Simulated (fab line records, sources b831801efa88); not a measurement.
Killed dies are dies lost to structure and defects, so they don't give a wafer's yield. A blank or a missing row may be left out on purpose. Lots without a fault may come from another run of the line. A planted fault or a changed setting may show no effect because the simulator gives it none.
Chamber matching | flow sky130 | SKY_VIA3_ETCH_14 on rie_diel-03: 4 sister chambers
The step etches BARC in N2/H2, stops on SiO2, time 45.9 s, target depth 60 nm. 4 wafers are shown with their chamber, then 12 later ones without.

WAFERS WITH THEIR CHAMBER
wafer  | chamber | drypump_motor_current_A (A)
L089.5 | 3       | 5.0
L091.1 | 2       | 5.7
L091.4 | 0       | 5.1
L091.5 | 1       | 5.6

WAFERS WITHOUT THEIR CHAMBER
wafer  | drypump_motor_current_A (A)
L092.1 | 5.6
L092.2 | 5.7
L092.3 | 4.9
L092.4 | 5.1
L092.5 | 5.0
L092.6 | 5.6
L095.1 | 5.5
L095.3 | 5.0
L095.6 | 5.7
L097.3 | 5.1
L097.5 | 5.5
L097.6 | 5.1

WHICH CHAMBER EACH WENT THROUGH
wafer  | from the rows above | in truth
L092.1 | 1                   | 1
L092.2 | 2                   | 2
L092.3 | 3                   | 3
L092.4 | 0                   | 0
L092.5 | 3                   | 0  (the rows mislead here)
L092.6 | 1                   | 1
L095.1 | 1                   | 1
L095.3 | 3                   | 3
L095.6 | 2                   | 2
L097.3 | 0                   | 0
L097.5 | 1                   | 1
L097.6 | 0                   | 0
Placed correctly: 11 of 12. Can't be placed from these rows: 0. Placed wrongly: 1.
How it was worked out, from the rows above alone: a wafer's distance from a chamber is the root of the sum, over the readings, of the square of ((its reading less the chamber's mean) divided by the reading's scatter). The wafer belongs to the nearest chamber; if the next one is less than 2 further off, it can't be placed. A chamber's mean is the mean of its shown wafers. The scatter: with one shown wafer a chamber, the root of the mean of the squares of how far each hidden wafer lies from its nearest shown one.
